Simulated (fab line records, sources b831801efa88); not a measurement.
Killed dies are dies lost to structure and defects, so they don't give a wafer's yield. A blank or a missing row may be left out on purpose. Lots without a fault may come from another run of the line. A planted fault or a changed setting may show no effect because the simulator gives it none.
A struck lot beside a sound one | flow gf180mcu | 20 steps out of a route of 602
Sound: wafers L568.3, L568.4, L568.5. Struck: wafers L564.3, L564.5, L564.6. The cause comes at the end.
At each step with rows: each side's tool, then ch and its chambers, then its first start. Under that, the readings that differ: sound wafers | struck wafers | difference of the means | sigmas: that difference in standard deviations of wafers without a fault.
alike: readings whose means differ by less than 2 such deviations, and words and numbers that are the same on both sides. not compared: withheld readings, readings that some wafer has no value for, bounds like >300 that may hide the same value, and numbers for which the record gives no deviation and whose values overlap.
The two part at a step that has a row with sigmas, a row that says differs or no value, or rows on one side only. Numbers that don't overlap but have no deviation are shown without sigmas and don't part them. A reading that every wafer of one side lacks parts them only if that side has two wafers or more.

first, 6 steps without rows for these wafers: GF_M4_HMDS_08 (prime time 60 s); GF_M4_COAT_09 (resist thk 1000 nm); GF_M4_SOFTBAKE_10 (time 60 s); GF_M4_EXPOSE_11 (exposes mask Metal4, target cd 280 nm); GF_M4_PEB_12 (peb time 90 s); GF_M4_DEVELOP_13 (develop time 60 s).
GF_M4_CD_MEAS_14: target cd 280 nm.
  sound on cd_sem-02, day 27 10:25; struck on cd_sem-01, day 26 05:41
  alike: cd_nm
GF_M4_OVL_MEAS_15:
  sound on overlay-02, day 27 10:31; struck on overlay-02, day 26 05:47
  alike: M4_OVL
GF_M4_METAL_ETCH_16: etches the open film in Cl2/BCl3, stops on SiO2, target depth 627.5 nm, time 104.6 s.
  sound on rie_metal-02 ch 0,1, day 27 10:34; struck on rie_metal-02 ch 1, day 26 05:52
  alike: drypump_motor_current_A, mfc_cl2_sccm, oes_product_au, throttle_valve_pct
  not compared: rf_hours_counter_h
GF_M4_STRIP_17: strips in O2/N2.
  sound on plasma_asher-03 ch 0,1, day 27 10:41; struck on plasma_asher-03 ch 0,1, day 26 06:04
  reading                      | sound          | struck         | difference | sigmas
  strip_time_to_endpoint_s (s) | 7.98 7.92 7.96 | 7.85 7.85 7.84 | -0.11      | -2
  alike: drypump_motor_current_A, heater_power_w, o2_flow_sccm, oes_product_au, platen_temp_c
  not compared: rf_hours_counter_h
then, 2 steps without rows for these wafers: GF_M4_STRIP_18 (strips in post etch residue remover, time 1200 s); GF_M4_CLEAN_19 (cleans in DIW).
GF_V4_CVD_00: deposits SiO2, target thk 600 nm, time 100 s.
  sound on hdpcvd-01 ch 0,1,2, day 27 11:11; struck on hdpcvd-01 ch 0,2, day 26 06:48
GF_V4_THK_MEAS_01:
  sound on film_metro-01, day 27 11:16; struck on film_metro-01, day 26 06:54
  reading            | sound       | struck         | difference | sigmas
  V4_CVD_00_THK (nm) | 598 589 595 | 1185 1199 1192 | +598       | +80
GF_V4_CVD_02: deposits SiO2 from TEOS, target thk 850 nm, time 94.851 s.
  sound on pecvd-03 ch 0,1, day 27 11:19; struck on pecvd-01 ch 0,1,2, day 26 06:56
  alike: heater_power_w
GF_V4_THK_MEAS_03:
  sound on film_metro-02, day 27 11:24; struck on film_metro-02, day 26 07:02
  alike: V4_CVD_02_THK
GF_V4_CMP_04: polishes SiO2.
  sound on cmp-01 ch 0,1, day 27 11:35; struck on cmp-02 ch 1,2, day 26 07:07
  alike: motor_current_A, time_to_endpoint_s
GF_V4_BOW_MEAS_05:
  sound on film_metro-02, day 27 11:52; struck on film_metro-03, day 26 07:31
  reading     | sound       | struck      | difference | sigmas
  V4_BOW (um) | 121 124 116 | 148 153 165 | +35        | +3
then, 1 step without rows for these wafers: GF_V4_DEHYDRATE_06 (time 60 s).
-- the record jumps here: 5 days lie between the struck wafers' starts before and after (it left off in module V4 and takes up again in module PASSIVATION, whose first step shown is number 602 of the route) --
GF_PASSIVATION_PROBE_99:
  the record has rows for the struck wafers here (prober-01, day 31 09:35) and none for the sound ones

WHERE THEY PART
First at GF_M4_STRIP_17; last, within this record, at GF_PASSIVATION_PROBE_99.

WHY: what the simulator had put in
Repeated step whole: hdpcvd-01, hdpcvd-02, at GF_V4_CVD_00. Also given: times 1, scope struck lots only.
